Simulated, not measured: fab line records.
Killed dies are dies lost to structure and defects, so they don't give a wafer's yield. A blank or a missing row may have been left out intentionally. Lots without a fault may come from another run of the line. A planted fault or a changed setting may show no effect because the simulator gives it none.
Which tool did it?    flow sky130    11 lots, 33 wafers sampled, at 5 steps of a route of 708

## WHAT THE GAUGES SHOWED, per wafer
SKY_VT_ADJUST_HVTP_OVL_MEAS_08.
lot   measured      on          VT_ADJUST_HVTP_OVL (nm)
L539  day 6 16:49   overlay-02  -2.6 -1.0 -0.4
L540  day 6 18:01   overlay-01  -1.8 -0.4 -1.4
L541  day 7 01:29   overlay-02  1.4 1.0 1.6
L542  day 7 04:38   overlay-02  1.3 1.6 -0.4
L543  day 7 09:50   overlay-02  1.5 -0.6 -0.1
L545  day 7 22:13   overlay-02  1.0 1.1 1.9
L546  day 8 06:10   overlay-02  1.1 -0.2 -0.2
L548  day 8 16:07   overlay-02  -0.8 1.0 0.3
L549  day 8 23:07   overlay-02  -0.3 0.1 -1.3
L560  day 12 02:43  overlay-01  -0.7 -0.8 0.8
L561  day 12 04:55  overlay-01  -2.8 -2.8 -2.5

SKY_GATE_OXIDE_THK_MEAS_02.
lot   measured      on             GATE_OXIDE_OXIDATION_00_THK (nm)
L539  day 13 18:36  film_metro-04  10.03 9.97 10.18
L540  day 13 17:58  film_metro-04  10.24 10.44 10.27
L541  day 14 04:02  film_metro-01  10.10 10.18 10.26
L542  day 14 05:50  film_metro-01  10.20 10.15 10.11
L543  day 14 16:31  film_metro-01  10.09 10.40 10.29
L545  day 15 08:41  film_metro-01  10.54 10.59 10.66
L546  day 15 19:02  film_metro-04  10.54 10.34 10.26
L548  day 16 03:03  film_metro-04  10.24 10.14 10.40
L549  day 16 13:25  film_metro-02  10.46 10.52 10.54
L560  day 20 18:02  film_metro-02  9.04 9.00 8.94
L561  day 20 20:42  film_metro-02  8.68 8.97 8.73

SKY_POLY_CUT_CD_MEAS_08: the cd target is 270 nm.
lot   measured      on         cd_nm (nm)
L539  day 25 13:30  cd_sem-02  269.0 268.3 268.9
L540  day 25 12:42  cd_sem-02  270.0 271.9 271.0
L541  day 26 01:58  cd_sem-02  269.8 268.6 270.0
L542  day 26 04:02  cd_sem-01  273.1 270.8 273.5
L543  day 26 12:31  cd_sem-01  270.7 270.4 269.1
L545  day 27 08:08  cd_sem-02  268.9 268.0 268.7
L546  day 27 16:12  cd_sem-01  271.6 272.1 271.6
L548  day 27 22:38  cd_sem-01  271.5 270.0 271.2
L549  day 28 07:51  cd_sem-02  268.8 270.8 269.3
L560  day 32 06:32  cd_sem-01  273.4 272.4 271.9
L561  day 32 09:21  cd_sem-01  271.7 268.6 269.1

## TOOL THAT RAN EACH LOT (tool first, then ch and the chambers of the sampled wafers, then the start)
lot   SKY_VT_ADJUST_PCH_STRIP_09            SKY_GATE_OXIDE_OXIDATION_01
L539  plasma_asher-01 ch 0,1, day 11 05:50  furnace-02 ch 0, day 13 17:11
L540  plasma_asher-03 ch 0,1, day 11 06:59  furnace-01 ch 0, day 13 16:34
L541  plasma_asher-01 ch 0,1, day 11 16:32  furnace-01 ch 0, day 14 02:37
L542  plasma_asher-03 ch 0,1, day 11 19:01  furnace-02 ch 0, day 14 04:24
L543  plasma_asher-01 ch 0,1, day 12 04:20  furnace-02 ch 0, day 14 15:06
L545  plasma_asher-03 ch 0,1, day 12 18:32  furnace-02 ch 0, day 15 07:16
L546  plasma_asher-01 ch 0,1, day 13 02:17  furnace-02 ch 0, day 15 17:37
L548  plasma_asher-04 ch 0,1, day 13 12:56  furnace-01 ch 0, day 16 01:38
L549  plasma_asher-03 ch 0,1, day 13 21:50  furnace-02 ch 0, day 16 12:01
L560  plasma_asher-04 ch 0,1, day 17 19:59  furnace-02 ch 0, day 20 16:38
L561  plasma_asher-04 ch 0,1, day 18 00:17  furnace-02 ch 0, day 20 19:17
- SKY_VT_ADJUST_PCH_STRIP_09: strips in O2/N2.
- SKY_GATE_OXIDE_OXIDATION_01: stabilise 600 s, purge 300 s, target thk 10.268 nm.

## WHAT THE TOOLS THEMSELVES READ (means of the sampled wafers that have a number; where no wafer has one, the mark that the record gives instead)
SKY_VT_ADJUST_PCH_STRIP_09.
lot   tool             drypump_motor_current_A (A)  oes_product_au (a.u.)  strip_time_to_endpoint_s (s)
L539  plasma_asher-01  5.5                          0.724                  36.91
L540  plasma_asher-03  5.7                          0.724                  36.98
L541  plasma_asher-01  5.2                          0.728                  36.93
L542  plasma_asher-03  5.7                          0.722                  36.78
L543  plasma_asher-01  5.2                          0.718                  37.00
L545  plasma_asher-03  5.6                          0.724                  36.83
L546  plasma_asher-01  5.5                          0.728                  36.80
L548  plasma_asher-04  6.0                          0.720                  36.97
L549  plasma_asher-03  5.6                          0.725                  36.88
L560  plasma_asher-04  5.9                          0.721                  37.06
L561  plasma_asher-04  5.8                          0.725                  37.02

SKY_GATE_OXIDE_OXIDATION_01.
lot   tool        spike_tc_bottom_C (C)  spike_tc_centre_C (C)  spike_tc_lower_C (C)  spike_tc_top_C (C)  spike_tc_upper_C (C)  tube_center_temp_C (C)  tube_center_temp_C_max  zone_power_bottom_pct (%)  zone_power_centre_pct (%)
L539  furnace-02  921.1                  900.3                  898.7                 907.5               900.2                 900                     902.3                   27.38                      17.44
L540  furnace-01  922.9                  900.1                  900.4                 904.8               899.9                 900                     902.3                   27.05                      17.72
L541  furnace-01  922.4                  900.1                  899.5                 904.1               900.6                 900                     902.5                   27.14                      17.43
L542  furnace-02  920.7                  899.9                  898.1                 909.3               899.4                 900                     902.2                   27.60                      17.34
L543  furnace-02  920.4                  899.8                  898.9                 908.6               900.6                 900                     902.3                   27.30                      17.47
L545  furnace-02  921.0                  898.2                  899.2                 908.7               900.5                 900                     902.4                   27.23                      17.32
L546  furnace-02  920.2                  899.2                  898.7                 908.7               901.2                 900                     902.1                   27.63                      17.33
L548  furnace-01  921.8                  900.1                  899.9                 905.4               899.1                 900                     902.8                   26.72                      17.52
L549  furnace-02  920.9                  900.5                  898.3                 909.1               900.9                 900                     902.1                   27.35                      17.40
L560  furnace-02  907.9                  886.3                  886.5                 896.2               887.0                 887                     889.1                   26.42                      17.03
L561  furnace-02  907.7                  887.0                  885.4                 895.0               887.1                 887                     889.4                   26.43                      16.94

## THE ANSWER, worked out from the rows above alone
Rule: the usual values come from the lots themselves. Put in order of their means at a reading, lots are off if they are a third of the lots or fewer, leave a main group of 4 or more, and stand apart from it by a gap of 3 or more times the standard deviation of the main group's means; of several such gaps the widest counts. The tables above print the reading to a certain number of digits; a main group whose means all agree to those digits is not used. A lot without any number at a reading at which 4 lots or more have one is off too. The other lots that the step has rows for count as sound. The gauges are gone through in route order, then the tools' own readings, and for those a lot's mean is taken as printed above. The first step at which some lot is off is used, and at that step the reading that is off furthest; a lot without a number counts as furthest.
Off: L560, L561, seen at SKY_GATE_OXIDE_THK_MEAS_02 (GATE_OXIDE_OXIDATION_00_THK). Main group: mean 10.30 nm, sd 0.16.
If a tool, at a process step before that reading, ran all the lots that are off and no sound lot after the first of them, it fits. The gauges at SKY_GATE_OXIDE_THK_MEAS_02 aren't tried: what is off there is off at SKY_GATE_OXIDE_OXIDATION_01 too, on other tools, and a gauge's error can't cause that. Can't be told from this: 2 tools fit, plasma_asher-04 at SKY_VT_ADJUST_PCH_STRIP_09, furnace-02 at SKY_GATE_OXIDE_OXIDATION_01.

## WHAT WAS PUT IN BY THE SIMULATOR
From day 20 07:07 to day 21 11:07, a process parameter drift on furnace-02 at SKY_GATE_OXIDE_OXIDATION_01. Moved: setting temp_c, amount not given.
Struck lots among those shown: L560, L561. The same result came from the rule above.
